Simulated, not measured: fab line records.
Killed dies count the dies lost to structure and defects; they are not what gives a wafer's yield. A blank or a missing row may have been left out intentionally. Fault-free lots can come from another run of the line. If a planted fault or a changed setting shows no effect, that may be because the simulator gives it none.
A single fault, viewed from 2 desks ; flow gf180mcu ; what lay behind the numbers comes last; until then each desk has only its own

== METROLOGY DESK ==
Means of the sampled wafers that have a number, per lot and without regard to the tool the lot ran on: this is what the gauges read. A lot is out of limits, marked OUT, if its mean lies more than 4 standard deviations from the usual mean; the brackets give that distance.
Columns: A = V2_CVD_02_THK at GF_V2_THK_MEAS_03, usual 853 nm; B = V2_BOW at GF_V2_BOW_MEAS_05, usual 100 um
lot;first seen here;A;B
L519;day 19 05:24;852;100
L520;day 19 12:39;846;95
L521;day 19 21:08;844;93
L522;day 20 03:29;852;94
L524;day 21 07:58;858;102
L525;day 21 13:59;851;93
L526;day 22 00:32;858;120
L527;day 22 21:34;853;97
L528;day 23 02:58;857;103
L534;day 24 18:34;841;92
L537;day 25 22:16;861;102
L541;day 26 17:19;854;93
L542;day 27 00:44;860;99
This desk's verdict: no lot among the 13 shows anything out of limits.

== AT THE TOOL OWNER'S DESK: pvd sputter-03 ==
At GF_M3_SPUTTER_01 (material TiN, target thk 30 nm, time 25 s) the tool's own readings: per lot run on this tool, the mean of the sampled wafers that have a number. A lot is out of limits, marked OUT, if its mean lies more than 4 standard deviations from the usual mean; the brackets give that distance.
Columns: A = chamber pressure pa at GF_M3_SPUTTER_01, usual 0.4001 Pa; B = throttle valve pct at GF_M3_SPUTTER_01, usual 29.8 %
lot;first seen here;A;B
L519;day 20 07:50;0.4013;30.3
L521;day 20 22:45;0.4001;30.3
L524;day 22 09:23;0.4003;29.2
L525;day 22 15:46;0.4003;28.7
L526;day 23 01:36;0.4009;30.4
L527;day 23 22:26;0.3993;29.8
L534;day 25 19:13;0.5003 (+99 or more) OUT;26.2
L537;day 26 21:04;0.4998 (+99 or more) OUT;27.2
This desk's finding: out of limits on L534, L537; first on L534, day 25 19:13 (chamber pressure pa at GF_M3_SPUTTER_01). L519, L521, L524, L525, L526, L527 stayed within limits.

== ALL TOGETHER ==
The tool owner's desk had the chance to raise an alarm at day 25 19:13 on L534, L537.
At the metrology desk, nothing out of limits was observed.
The metrology desk holds a record of L534, L537, inside its limits.
On pvd sputter-03, each named lot ran GF_M3_SPUTTER_01.

== WHAT THE SIMULATOR PUT IN ==
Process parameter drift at GF_M3_SPUTTER_01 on pvd sputter-03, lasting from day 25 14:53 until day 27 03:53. Setting chamber pressure pa, moved by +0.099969, from 0.4. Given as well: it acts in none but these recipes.
Shown lots that were struck: L534, L537.
Each desk's first reading out of limits, in hours after the fault started: the tool owner's desk, 4.
